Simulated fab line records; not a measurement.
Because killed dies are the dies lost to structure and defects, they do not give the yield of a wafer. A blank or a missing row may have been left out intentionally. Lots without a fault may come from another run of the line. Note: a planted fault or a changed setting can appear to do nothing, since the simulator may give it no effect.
Matching of chambers -- flow sky130 -- SKY_VIA2_ETCH_14 on rie diel-04: 4 sister chambers
The step etches BARC in N2/H2, stops on SiO2, time 47.49 s, target depth 60 nm. 16 wafers are shown with their chamber, then 8 later ones without.

WAFERS, EACH WITH ITS CHAMBER
wafer,chamber,drypump motor current A (A),throttle valve pct (%),oes product au (a.u.)
L074.4,0,6.0,13.220,0.845
L074.5,3,5.6,13.222,0.848
L074.6,2,5.8,13.221,0.847
L076.3,3,5.6,13.231,0.849
L076.4,0,6.1,13.224,0.847
L076.6,3,5.6,13.225,0.841
L078.1,2,5.7,13.204,0.854
L078.2,0,6.1,13.218,0.845
L078.4,2,5.7,13.210,0.843
L079.2,2,5.7,13.227,0.844
L079.3,1,6.5,13.241,0.836
L079.6,1,6.4,13.220,0.846
L081.1,0,6.1,13.235,0.848
L081.2,2,5.7,13.200,0.843
L081.6,3,5.6,13.219,0.851
L085.1,2,5.7,13.217,0.841

SIGNATURES (means of the wafers above)
reading,chamber 0,chamber 1,chamber 2,chamber 3,scatter within a chamber
drypump motor current A,6.075,6.450,5.717,5.600,0.0417
throttle valve pct,13.22425,13.23050,13.21317,13.22425,0.00916
oes product au,0.84625,0.84100,0.84533,0.84725,0.00431
Rule: distance of a wafer from a chamber = root of the sum over the readings of ((wafer's reading minus chamber's mean) / reading's scatter) squared. If the next closest chamber is less than 2 further off than the closest, the wafer can't be placed; otherwise it belongs to the closest. How the scatter is found: for the shown wafers, subtract from each reading the mean of its chamber, square and add these, divide the total by (wafers less chambers), then take the root.

WAFERS WHOSE CHAMBER IS MISSING
wafer,drypump motor current A (A),throttle valve pct (%),oes product au (a.u.)
L085.2,5.6,13.225,0.849
L085.6,6.1,13.225,0.849
L094.1,5.6,13.227,0.844
L094.4,6.5,13.219,0.853
L094.6,5.7,13.217,0.839
L096.3,5.6,13.215,0.848
L096.4,5.7,13.231,0.851
L096.5,5.6,13.204,0.843

EACH ONE'S CHAMBER
wafer,from the rows above,in truth
L085.2,3,3
L085.6,0,0
L094.1,3,3
L094.4,1,1
L094.6,can't be placed: 2 or 3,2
L096.3,can't be placed: 3 or 2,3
L096.4,can't be placed: 2 or 3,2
L096.5,can't be placed: 3 or 2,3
Placed correctly: 4 of 8. From these rows, 4 cannot be placed; in 4 the true chamber is one of the candidates. Wrongly placed: 0.
